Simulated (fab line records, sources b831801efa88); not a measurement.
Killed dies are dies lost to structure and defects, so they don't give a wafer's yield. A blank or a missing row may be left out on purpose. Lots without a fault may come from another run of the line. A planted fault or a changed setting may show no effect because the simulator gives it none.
Problem report in the 8D (eight disciplines) form, filled by code | flow gf180mcu | the parts of the form that need people (team, actions taken, sign-off) are left out

1. THE PROBLEM
NSD_RS at GF_PSD_RS_MEAS_14 reads a mean of 43.84 ohm/sq on 3 wafers of 2 lots; wafers without a fault read 46.12 ohm/sq with a standard deviation of 0.081. That is -28 standard deviations from the usual mean.
The step: measures by four-point-probe.
First seen on wafer L794.2, day 20 09:57, on film_metro-01. The record holds 33 wafers of 11 lots with a number at this step. Rule for "out", or "out of limits": more than 4 standard deviations from the usual mean. The other wafers with a number count as sound.

2. WHAT IT IS AND WHAT IT IS NOT
question                    | is                     | is not
which readings at this step | NSD_RS                 | -
which lots                  | L794, L795             | L777, L778, L779, L782, L784, L787, L796, L797, L800
which wafers of those lots  | L794.2, L794.5, L795.2 | L794.1, L795.1, L795.4
read on which gauges        | film_metro-01          | film_metro-02, film_metro-04
when                        | from day 20 09:57      | up to then (19 sound wafers); but 11 sound wafers of L795, L796, L797, L800 came after

3. SUSPECTS, AND WHAT RULES EACH OUT
Counting: a tool at a process step up to the reading stays a suspect if it ran every lot that is out. Sound lots after the first of them don't rule it out here, since some wafers of a struck lot are sound.
- the gauge at GF_PSD_RS_MEAS_14: ruled out. All the wafers that are out were read on film_metro-01, but those of them that GF_PSD_RTA_13 has rows for are out there too, on other tools.
- rtp_anneal-01 at GF_PSD_RTA_13 (time 20 s): kept. It ran every lot that is out, first L794 (day 20 09:52); its last sound lot up to then is L784 (day 16 16:42). Its own readings are out on those wafers: run_length_s.
Left after counting: rtp_anneal-01 at GF_PSD_RTA_13.

4. THE CAUSE (what the simulator had put in)
Process parameter drift: rtp_anneal-01, from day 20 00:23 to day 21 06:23, at GF_PSD_RTA_13. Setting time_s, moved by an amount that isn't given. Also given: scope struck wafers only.
Counting left only this tool.

5. THE CHAIN OF EFFECTS, in route order
Each row: a reading whose mean over the struck wafers that have a number lies more than 3 standard deviations from the usual. Only readings for which the record gives a usual standard deviation are gone through. hours: the time from each lot's start at the first step in this table that gives one to its start at this step, as a median over the lots. sigmas: the change in usual standard deviations.
hours | step              | reading      | usual        | on struck wafers | change | sigmas
0     | GF_PSD_RTA_13     | run_length_s | 48.58 s      | 59.21            | +10.63 | +37
0     | GF_PSD_RS_MEAS_14 | NSD_RS       | 46.12 ohm/sq | 43.84            | -2.28  | -28
0     | GF_PSD_RS_MEAS_15 | PSD_RS       | 108.5 ohm/sq | 103.7            | -4.8   | -16
The process steps in it:
- GF_PSD_RTA_13: time 20 s.
Later measuring or inspecting steps at which every struck wafer that the step has a row for has a number for every such reading, and none has moved that far: GF_SAB_OVL_MEAS_10.

6. WHAT WOULD HAVE CAUGHT IT SOONER
In this record the first reading out of limits at a measuring or inspecting step was taken at day 20 09:57, 10 hours after the fault began at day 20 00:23.
The tool's own readings at GF_PSD_RTA_13 were out on every struck wafer that the step has a row for (run_length_s): an alarm limit on them would have fired on the first of those.
Of the lots that are out (2), L795 began GF_PSD_RTA_13 on rtp_anneal-01 after day 20 09:57. A hold on the tool at that time would have spared it.
